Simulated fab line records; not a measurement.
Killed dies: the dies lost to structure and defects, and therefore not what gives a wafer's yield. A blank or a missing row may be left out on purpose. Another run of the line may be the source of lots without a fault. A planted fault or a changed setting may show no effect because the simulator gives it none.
Which tool is to blame? -- flow sky130 -- 12 lots with 36 wafers sampled at 5 steps, on a route of 708 steps

== WHAT THE GAUGES READ, wafer by wafer ==
SKY_VT_ADJUST_NCORE_OVL_MEAS_08. Usual: VT_ADJUST_NCORE_OVL -0.3 nm, standard deviation 1.4.
lot,measured,on,VT_ADJUST_NCORE_OVL (nm),flag
L229,day 8 14:31,overlay-02,0.4 1.1 1.1,
L230,day 8 14:54,overlay-02,1.4 1.7 2.4,
L231,day 9 07:22,overlay-01,0.7 0.4 0.4,
L232,day 9 09:16,overlay-02,-1.9 -1.9 -1.0,
L233,day 9 21:34,overlay-02,1.0 0.0 0.6,
L241,day 12 03:22,overlay-02,-1.3 -0.2 -1.5,
L244,day 13 04:14,overlay-01,2.1 0.6 0.2,
L245,day 13 11:29,overlay-01,1.2 1.5 1.0,
L247,day 13 19:25,overlay-02,-0.9 -1.6 -2.2,
L248,day 14 08:08,overlay-02,-0.3 -2.0 -1.7,
L249,day 14 16:13,overlay-02,-2.1 -0.6 -1.8,
L252,day 15 12:36,overlay-02,-0.5 -0.8 -0.6,

SKY_VT_ADJUST_PCH_OVL_MEAS_07. Usual: VT_ADJUST_PCH_OVL -1.2 nm, standard deviation 1.2.
lot,measured,on,VT_ADJUST_PCH_OVL (nm),flag
L229,day 10 10:35,overlay-01,0.2 0.2 1.7,
L230,day 10 11:18,overlay-02,-2.2 -2.8 -2.8,
L231,day 11 04:35,overlay-02,-0.1 -0.4 0.3,
L232,day 11 06:28,overlay-01,-0.1 0.6 -1.9,
L233,day 11 20:53,overlay-01,-0.7 0.5 -0.8,
L241,day 14 06:52,overlay-01,-0.7 -1.9 0.3,
L244,day 15 08:46,overlay-01,-2.7 -1.3 -1.1,
L245,day 15 16:28,overlay-02,-0.5 0.4 0.2,
L247,day 16 01:50,overlay-01,-3.0 -1.9 -0.6,
L248,day 16 15:35,overlay-01,0.3 0.4 0.0,
L249,day 17 01:05,overlay-02,-1.4 -1.6 -2.2,
L252,day 17 22:38,overlay-01,-1.2 -0.9 -2.6,

SKY_SONOS_ONO_THK_MEAS_05. Usual: SONOS_ONO_CVD_04_THK 5.75 nm, standard deviation 0.11.
lot,measured,on,SONOS_ONO_CVD_04_THK (nm),flag
L229,day 11 16:18,film metro-04,5.71 5.67 5.69,
L230,day 11 16:19,film metro-03,5.80 5.72 5.75,
L231,day 12 09:31,film metro-02,6.22 6.16 6.15,OFF
L232,day 12 14:55,film metro-04,6.34 6.38 6.38,OFF
L233,day 13 03:50,film metro-02,6.52 6.51 6.42,OFF
L241,day 15 14:55,film metro-04,5.82 5.84 5.82,
L244,day 16 17:49,film metro-02,5.60 5.70 5.69,
L245,day 17 05:33,film metro-03,5.67 5.55 5.62,
L247,day 17 12:43,film metro-02,5.80 5.76 5.88,
L248,day 18 04:14,film metro-03,5.59 5.76 5.60,
L249,day 18 14:38,film metro-04,5.59 5.64 5.67,
L252,day 19 13:56,film metro-02,5.66 5.73 5.72,

== TOOL THAT RAN EACH LOT (tool first, then ch and the chambers of the sampled wafers, then the start) ==
lot,SKY_VT_ADJUST_LVTN_STRIP_20,SKY_SONOS_ONO_CVD_04
L229,"plasma asher-02 ch 0,1, day 7 17:33","lpcvd-03 ch 1, day 11 15:03"
L230,"plasma asher-03 ch 0,1, day 7 17:53","lpcvd-03 ch 0, day 11 15:03"
L231,"plasma asher-03 ch 0,1, day 8 10:04","lpcvd-03 ch 1, day 12 08:16"
L232,"plasma asher-01 ch 0, day 8 12:14","lpcvd-03 ch 0, day 12 13:02"
L233,"plasma asher-03 ch 0,1, day 9 00:04","lpcvd-03 ch 1, day 13 02:34"
L241,"plasma asher-03 ch 0,1, day 11 04:04","lpcvd-03 ch 1, day 15 13:40"
L244,"plasma asher-02 ch 0,1, day 12 03:14","lpcvd-03 ch 0, day 16 16:32"
L245,"plasma asher-02 ch 0,1, day 12 10:10","lpcvd-03 ch 0, day 17 04:18"
L247,"plasma asher-02 ch 0,1, day 12 18:16","lpcvd-03 ch 0, day 17 11:26"
L248,"plasma asher-03 ch 0,1, day 13 06:26","lpcvd-03 ch 0, day 18 02:58"
L249,"plasma asher-01 ch 0,1, day 13 14:25","lpcvd-03 ch 1, day 18 13:23"
L252,"plasma asher-01 ch 0,1, day 14 09:22","lpcvd-03 ch 0, day 19 12:40"
- SKY_VT_ADJUST_LVTN_STRIP_20: strips in O2/N2.
- SKY_SONOS_ONO_CVD_04: deposits SiO2 from SiH4/N2O, target thk 5.7199 nm.

== WHAT THE TOOLS THEMSELVES READ (means of the sampled wafers that have a number; where no wafer has one, the mark that the record gives instead) ==
SKY_VT_ADJUST_LVTN_STRIP_20. Usual: drypump motor current A 5.8 A, standard deviation 0.59; oes product au 0.716 a.u., standard deviation 0.0046; strip time to endpoint s 14.17 s, standard deviation 0.044.
lot,tool,drypump motor current A (A),oes product au (a.u.),strip time to endpoint s (s),flag
L229,plasma asher-02,5.7,0.714,14.18,
L230,plasma asher-03,5.3,0.715,14.17,
L231,plasma asher-03,5.7,0.717,14.18,
L232,plasma asher-01,5.6,0.712,14.13,
L233,plasma asher-03,5.3,0.712,14.18,
L241,plasma asher-03,5.7,0.714,14.14,
L244,plasma asher-02,6.2,0.716,14.14,
L245,plasma asher-02,5.8,0.718,14.12,
L247,plasma asher-02,5.7,0.711,14.21,
L248,plasma asher-03,5.7,0.719,14.15,
L249,plasma asher-01,5.9,0.715,14.16,
L252,plasma asher-01,5.9,0.718,14.19,

SKY_SONOS_ONO_CVD_04. Usual: pressure mtorr 400.2 mTorr, standard deviation 0.79; spike tc centre C 901.1 C, standard deviation 1.4; zone power upper pct 18.0 %, standard deviation 0.84.
lot,tool,pressure mtorr (mTorr),spike tc centre C (C),zone power upper pct (%),flag
L229,lpcvd-03,400.4,901.7,17.1,
L230,lpcvd-03,399.7,899.9,18.7,
L231,lpcvd-03,480.0,902.6,17.2,OFF
L232,lpcvd-03,480.3,900.3,18.8,OFF
L233,lpcvd-03,480.2,902.7,17.0,OFF
L241,lpcvd-03,401.4,901.6,17.1,
L244,lpcvd-03,399.5,901.1,18.7,
L245,lpcvd-03,400.9,900.1,18.7,
L247,lpcvd-03,400.0,900.7,18.6,
L248,lpcvd-03,399.8,900.5,18.8,
L249,lpcvd-03,399.5,900.8,17.1,
L252,lpcvd-03,399.8,899.2,18.7,

== THE ANSWER, worked out from the rows above alone ==
Rule: lot off if the mean of its wafers having a number is beyond 3 standard deviations from the usual mean. A lot without any number at a reading at which 4 lots or more have one is off too. All remaining lots with rows at the step are treated as sound. After the gauges, taken in route order, come the tools' own readings; for these a lot's mean is taken, as printed above. At the first step where some lot is off, the reading lying furthest off is the one used; lots without a number count as furthest.
Off: L231, L232, L233, seen at SKY_SONOS_ONO_THK_MEAS_05 (SONOS_ONO_CVD_04_THK).
A tool fits if, at a process step before that reading, it ran every lot that is off, and no sound lot after the first of them. The gauges at SKY_SONOS_ONO_THK_MEAS_05 aren't tried: what is off there is off at SKY_SONOS_ONO_CVD_04 too, on other tools, and a gauge's error can't cause that. None of those tried fits.

== WHAT HAD BEEN PUT IN BY THE SIMULATOR ==
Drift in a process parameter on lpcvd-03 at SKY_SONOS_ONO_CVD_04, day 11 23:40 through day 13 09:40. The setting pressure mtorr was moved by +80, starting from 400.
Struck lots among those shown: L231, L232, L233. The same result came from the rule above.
